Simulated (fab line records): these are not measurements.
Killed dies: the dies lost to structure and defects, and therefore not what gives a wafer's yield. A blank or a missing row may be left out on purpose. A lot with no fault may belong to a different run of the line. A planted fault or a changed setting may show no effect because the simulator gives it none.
Comparing a struck lot with a sound one | flow sky130 | 15 steps out of a route of 708
Sound: the wafers L380.2, L380.3, L380.5. Struck: wafer L382.1 (L382.4, L382.5, from the same lot, were not struck and are left out); the cause is given at the end.
Per side, at each step with rows, come the tool, then ch with its chambers, and then its first start. Under that, the readings that differ: sound wafers | struck wafers | difference of the means | sigmas: that difference in standard deviations of wafers without a fault.
alike: same words and numbers on both sides, and readings whose means sit less than 2 such deviations apart. not compared: any withheld reading, any reading some wafer has no value for, any bound like >300 that may hide the same value, and any number with overlapping values for which the record gives no deviation.
Wherever a step has rows on one side only, a row that says differs or no value, or a row with sigmas, the two part there. Numbers that have no deviation but don't overlap get no sigmas and don't part them. Lack of a reading on every wafer of one side parts them only where that side has two or more wafers.

SKY_METAL1_STRIP_20: strips in O2/N2.
  sound on plasma-asher-04 ch 1, day 31 12:05; struck on plasma-asher-02 ch 0, day 33 15:18
  reading                     | sound       | struck | difference | sigmas
  drypump-motor-current-A (A) | 5.1 5.1 5.1 | 6.4    | +1.3       | +3
  alike: oes-product-au, strip-time-to-endpoint-s
  not compared: rf-hours-counter-h
then, 4 steps without rows for these wafers: SKY_METAL1_STRIP_21 (strips in post etch residue remover, time 1200 s); SKY_METAL1_CLEAN_22 (cleans in IPA, time 180 s); SKY_METAL1_CLEAN_23 (cleans in O3/DIW); SKY_VIA1_HDPCVD_00 (deposits SiO2, target thk 1030 nm, time 171.7 s).
SKY_VIA1_THK_MEAS_01:
  struck on film-metro-03, day 33 16:01; sound on film-metro-04, day 31 12:48
  alike: VIA1_HDPCVD_THK
SKY_VIA1_CMP_02: polishes SiO2.
  sound on cmp-02 ch 0,1,3, day 31 12:57; struck on cmp-02 ch 3, day 33 16:07
  alike: motor-current-A
SKY_VIA1_BOW_MEAS_03:
  struck on film-metro-03, day 33 16:22; sound on film-metro-04, day 31 13:10
  alike: VIA1_BOW
then, 4 steps without rows for these wafers: SKY_VIA1_DEHYDRATE_04 (time 60 s); SKY_VIA1_HMDS_05 (prime time 60 s); SKY_VIA1_COAT_06 (resist thk 60 nm); SKY_VIA1_COAT_07 (resist thk 450 nm).
SKY_VIA1_SOFTBAKE_08: time 90 s.
  sound on litho-track-02 ch 0, day 32 03:00; struck on litho-track-02 ch 0, day 34 04:00
  reading          | sound                | struck | difference | sigmas
  run-length-s (s) | 119.10 119.43 119.08 | 137.55 | +18.35     | +80
then, 1 step without rows for these wafers: SKY_VIA1_EXPOSE_09 (exposes mask VIM, target cd 150 nm).
SKY_PAD_OPEN_PROBE_99:
  the record has rows for the sound wafers here (prober-02, day 44 18:47) and none for the struck ones

WHERE THEY PART
At SKY_METAL1_STRIP_20 first; at SKY_PAD_OPEN_PROBE_99 last (within this record only).

WHY: whatever the simulator had introduced
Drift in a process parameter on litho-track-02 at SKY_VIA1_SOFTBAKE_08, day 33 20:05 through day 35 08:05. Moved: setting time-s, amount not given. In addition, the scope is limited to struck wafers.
